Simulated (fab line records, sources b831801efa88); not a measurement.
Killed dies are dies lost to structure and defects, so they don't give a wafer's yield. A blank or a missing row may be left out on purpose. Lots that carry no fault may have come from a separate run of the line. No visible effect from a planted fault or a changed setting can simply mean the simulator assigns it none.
Matching of chambers    flow sky130    rieDiel-03 running SKY_VIA2_ETCH_15: 4 sister chambers
The step etches SiO2 in C4F8/O2/Ar, stops on TiN, target depth 546 nm, time 84 s. 22 wafers are shown with their chamber, then 11 later ones without.

## WAFERS WITH THEIR CHAMBER
wafer   chamber  oesProductAu (a.u.)
L076.2  0        0.933
L076.4  3        0.937
L076.6  0        0.944
L078.1  0        0.938
L078.2  2        0.946
L078.3  1        0.944
L080.1  0        0.941
L080.4  1        0.948
L080.5  1        0.942
L081.1  0        0.948
L081.5  3        0.943
L081.6  0        0.934
L082.1  3        0.935
L082.2  2        0.944
L082.3  0        0.942
L082.4  2        0.939
L082.5  0        0.942
L082.6  3        0.935
L084.1  2        0.942
L084.2  3        0.942
L084.3  0        0.946
L084.4  1        0.945

SIGNATURES (means of the wafers above)
reading       chamber 0  chamber 1  chamber 2  chamber 3  scatter within a chamber
oesProductAu  0.94089    0.94475    0.94275    0.93840    0.00416
Rule: distance of a wafer from a chamber = root of the sum over the readings of ((wafer's reading minus chamber's mean) / reading's scatter) squared. If the next closest chamber is less than 2 further off than the closest, the wafer can't be placed; otherwise it belongs to the closest. The scatter: the root of (the sum of the squares of (reading less its chamber's mean) over the shown wafers, divided by (wafers less chambers)).

## WAFERS WITHOUT THEIR CHAMBER
wafer   oesProductAu (a.u.)
L084.5  0.949
L084.6  0.936
L091.1  0.937
L091.2  0.937
L091.3  0.945
L092.2  0.935
L092.3  0.942
L092.5  0.938
L097.1  0.934
L097.5  0.937
L097.6  0.930

## THE CHAMBER EACH PASSED THROUGH
wafer   from the rows above                in truth
L084.5  can't be placed: 1 or 2 or 0 or 3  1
L084.6  can't be placed: 3 or 0 or 2 or 1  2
L091.1  can't be placed: 3 or 0 or 2 or 1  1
L091.2  can't be placed: 3 or 0 or 2 or 1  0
L091.3  can't be placed: 1 or 2 or 0 or 3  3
L092.2  can't be placed: 3 or 0 or 2 or 1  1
L092.3  can't be placed: 2 or 0 or 1 or 3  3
L092.5  can't be placed: 3 or 0 or 2 or 1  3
L097.1  can't be placed: 3 or 0 or 2 or 1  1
L097.5  can't be placed: 3 or 0 or 2 or 1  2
L097.6  can't be placed: 3 or 0 or 2 or 1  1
Correctly placed: 0 of 11. From these rows, 11 cannot be placed; in 11 the true chamber is one of the candidates. Number placed wrongly: 0.
